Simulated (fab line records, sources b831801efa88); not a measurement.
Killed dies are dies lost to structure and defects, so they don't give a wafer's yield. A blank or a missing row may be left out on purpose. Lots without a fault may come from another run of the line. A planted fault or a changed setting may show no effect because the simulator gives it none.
Which tool did it? | flow sky130 | 14 lots, 42 wafers sampled, at 4 steps of a route of 708

WHAT THE GAUGES READ, wafer by wafer
The record holds no reading of a measuring or inspecting step that can be judged against a usual standard deviation.

WHICH TOOL RAN EACH LOT (tool, then ch and the chambers of the sampled wafers, then the start)
lot  | SKY_METAL1_SPUTTER_00        | SKY_VIA1_CMP_24               | SKY_METAL2_SPUTTER_01        | SKY_VIA2_PEB_10
L294 | pvd_sputter-02, day 31 13:34 | cmp-01 ch 0,1,3, day 33 22:08 | pvd_sputter-02, day 33 22:28 | litho_track-01 ch 0, day 36 05:00
L295 | pvd_sputter-02, day 31 19:44 | cmp-01 ch 2,3, day 34 04:51   | pvd_sputter-01, day 34 05:07 | litho_track-04 ch 0, day 36 11:00
L296 | pvd_sputter-04, day 32 15:00 | cmp-01 ch 0,1,2, day 34 23:29 | pvd_sputter-01, day 34 23:42 | litho_track-02 ch 0, day 37 06:00
L297 | pvd_sputter-03, day 32 18:06 | cmp-01 ch 0,2,3, day 35 03:06 | pvd_sputter-02, day 35 03:19 | litho_track-01 ch 0, day 37 08:00
L300 | pvd_sputter-04, day 34 04:48 | cmp-02 ch 0,2,3, day 36 13:01 | pvd_sputter-04, day 36 13:17 | litho_track-02 ch 0, day 38 17:00
L299 | pvd_sputter-02, day 34 05:42 | cmp-02 ch 0,1,2, day 36 14:26 | pvd_sputter-02, day 36 14:43 | litho_track-04 ch 0, day 38 18:00
L305 | pvd_sputter-03, day 35 06:38 | cmp-02 ch 2,3, day 37 14:02   | pvd_sputter-02, day 37 14:22 | litho_track-01 ch 0, day 39 17:00
L307 | pvd_sputter-03, day 35 19:52 | cmp-01 ch 0,1, day 38 01:52   | pvd_sputter-01, day 38 02:11 | litho_track-04, day 40 04:00
L308 | pvd_sputter-02, day 35 23:20 | cmp-02 ch 1,2, day 38 05:55   | pvd_sputter-02, day 38 06:11 | litho_track-04, day 40 08:00
L312 | pvd_sputter-03, day 37 10:00 | cmp-02 ch 1,2,3, day 39 15:38 | pvd_sputter-02, day 39 15:58 | litho_track-02 ch 0, day 41 17:00
L313 | pvd_sputter-04, day 37 16:37 | cmp-01 ch 0,2, day 39 20:42   | pvd_sputter-01, day 39 20:58 | litho_track-04 ch 0, day 41 22:00
L314 | pvd_sputter-04, day 37 20:19 | cmp-02 ch 2,3, day 39 23:39   | pvd_sputter-01, day 39 23:56 | litho_track-04 ch 0, day 42 01:00
L315 | pvd_sputter-02, day 37 23:52 | cmp-01 ch 2,3, day 40 04:10   | pvd_sputter-02, day 40 04:29 | litho_track-04 ch 0, day 42 04:00
L317 | pvd_sputter-02, day 38 15:28 | cmp-02 ch 0,1,2, day 40 19:41 | pvd_sputter-02, day 40 19:58 | litho_track-02 ch 0, day 42 19:00
- SKY_METAL1_SPUTTER_00: material Ti, target thk 15 nm, time 10 s.
- SKY_VIA1_CMP_24: polishes, stops on SiO2, t overpolish 15 s, target thk 0 nm.
- SKY_METAL2_SPUTTER_01: material TiN, target thk 20 nm, time 16.7 s.
- SKY_VIA2_PEB_10

WHAT THE TOOLS THEMSELVES READ (means of the sampled wafers that have a number; where no wafer has one, the mark that the record gives instead)
SKY_METAL1_SPUTTER_00. Usual: throttle_valve_pct 30.1 %, standard deviation 0.69.
lot  | tool           | throttle_valve_pct (%) | flag
L294 | pvd_sputter-02 | 29.7                   |
L295 | pvd_sputter-02 | 30.1                   |
L296 | pvd_sputter-04 | 30.4                   |
L297 | pvd_sputter-03 | 30.7                   |
L300 | pvd_sputter-04 | 29.1                   |
L299 | pvd_sputter-02 | 30.2                   |
L305 | pvd_sputter-03 | 30.5                   |
L307 | pvd_sputter-03 | 30.5                   |
L308 | pvd_sputter-02 | 30.4                   |
L312 | pvd_sputter-03 | 30.6                   |
L313 | pvd_sputter-04 | 29.7                   |
L314 | pvd_sputter-04 | 29.3                   |
L315 | pvd_sputter-02 | 29.8                   |
L317 | pvd_sputter-02 | 30.1                   |

SKY_VIA1_CMP_24. Usual: motor_current_A 11.1 A, standard deviation 0.9; overpolish_run_s 14.998 s, standard deviation 0.0089; retaining_ring_pressure_frac 0.999, standard deviation 0.0047; slurry_flow_ml_min 150.0, standard deviation 0.46; time_to_endpoint_s 64.9 s, standard deviation 2.8.
lot  | tool   | motor_current_A (A) | overpolish_run_s (s) | retaining_ring_pressure_frac | slurry_flow_ml_min | time_to_endpoint_s (s) | flag
L294 | cmp-01 | 10.4                | 14.996               | 0.996                        | 150.3              | 63.3                   |
L295 | cmp-01 | 9.8                 | 15.001               | 0.997                        | 150.3              | 60.3                   |
L296 | cmp-01 | 11.4                | 14.996               | 0.998                        | 149.8              | 65.8                   |
L297 | cmp-01 | 10.7                | 15.005               | 1.005                        | 149.9              | 68.5                   |
L300 | cmp-02 | 11.2                | 15.000               | 0.999                        | 149.9              | 69.8                   |
L299 | cmp-02 | 11.6                | 14.992               | 0.999                        | 150.4              | 65.6                   |
L305 | cmp-02 | 11.3                | 15.006               | 0.995                        | 150.6              | 64.2                   |
L307 | cmp-01 | 11.4                | 15.008               | 0.999                        | 150.7              | 63.7                   |
L308 | cmp-02 | 11.5                | 15.000               | 1.003                        | 149.8              | 64.2                   |
L312 | cmp-02 | 11.5                | 15.000               | 0.996                        | 150.1              | 63.6                   |
L313 | cmp-01 | 11.7                | 14.999               | 0.998                        | 149.7              | 63.4                   |
L314 | cmp-02 | 11.4                | 14.992               | 0.999                        | 149.9              | 62.4                   |
L315 | cmp-01 | 10.7                | 15.000               | 0.999                        | 150.3              | 63.9                   |
L317 | cmp-02 | 11.4                | 15.004               | 1.001                        | 149.6              | 66.9                   |

SKY_METAL2_SPUTTER_01. Usual: throttle_valve_pct 30.0 %, standard deviation 0.78.
lot  | tool           | throttle_valve_pct (%) | flag
L294 | pvd_sputter-02 | 29.7                   |
L295 | pvd_sputter-01 | 30.0                   |
L296 | pvd_sputter-01 | 30.7                   |
L297 | pvd_sputter-02 | 30.6                   |
L300 | pvd_sputter-04 | 29.9                   |
L299 | pvd_sputter-02 | 30.3                   |
L305 | pvd_sputter-02 | 29.0                   |
L307 | pvd_sputter-01 | 30.1                   |
L308 | pvd_sputter-02 | 29.1                   |
L312 | pvd_sputter-02 | 30.4                   |
L313 | pvd_sputter-01 | 30.3                   |
L314 | pvd_sputter-01 | 29.9                   |
L315 | pvd_sputter-02 | 30.1                   |
L317 | pvd_sputter-02 | 30.0                   |

SKY_VIA2_PEB_10. Usual: exhaust_pa 45.3 Pa, standard deviation 0.86.
lot  | tool           | exhaust_pa (Pa) | flag
L294 | litho_track-01 | 45.0            |
L295 | litho_track-04 | 44.8            |
L296 | litho_track-02 | 45.2            |
L297 | litho_track-01 | 44.9            |
L300 | litho_track-02 | 45.5            |
L299 | litho_track-04 | 45.3            |
L305 | litho_track-01 | 45.3            |
L307 | litho_track-04 | -               | OFF
L308 | litho_track-04 | -               | OFF
L312 | litho_track-02 | 45.5            |
L313 | litho_track-04 | 45.4            |
L314 | litho_track-04 | 44.4            |
L315 | litho_track-04 | 44.5            |
L317 | litho_track-02 | 45.1            |

THE ANSWER, worked out from the rows above alone
Rule: a lot is off if the mean of its wafers that have a number lies more than 3 standard deviations from the usual mean. A lot without any number at a reading at which 4 lots or more have one is off too. The other lots that the step has rows for count as sound. The gauges are gone through in route order, then the tools' own readings, and for those a lot's mean is taken as printed above. The first step at which some lot is off is used, and at that step the reading that is off furthest; a lot without a number counts as furthest.
Off: L307, L308, at SKY_VIA2_PEB_10 (exhaust_pa). Without a number there: L307, L308.
A tool fits if, at that step or a process step before it, it ran every lot that is off, and no sound lot after the first of them. None of those tried fits.

WHAT THE SIMULATOR HAD PUT IN
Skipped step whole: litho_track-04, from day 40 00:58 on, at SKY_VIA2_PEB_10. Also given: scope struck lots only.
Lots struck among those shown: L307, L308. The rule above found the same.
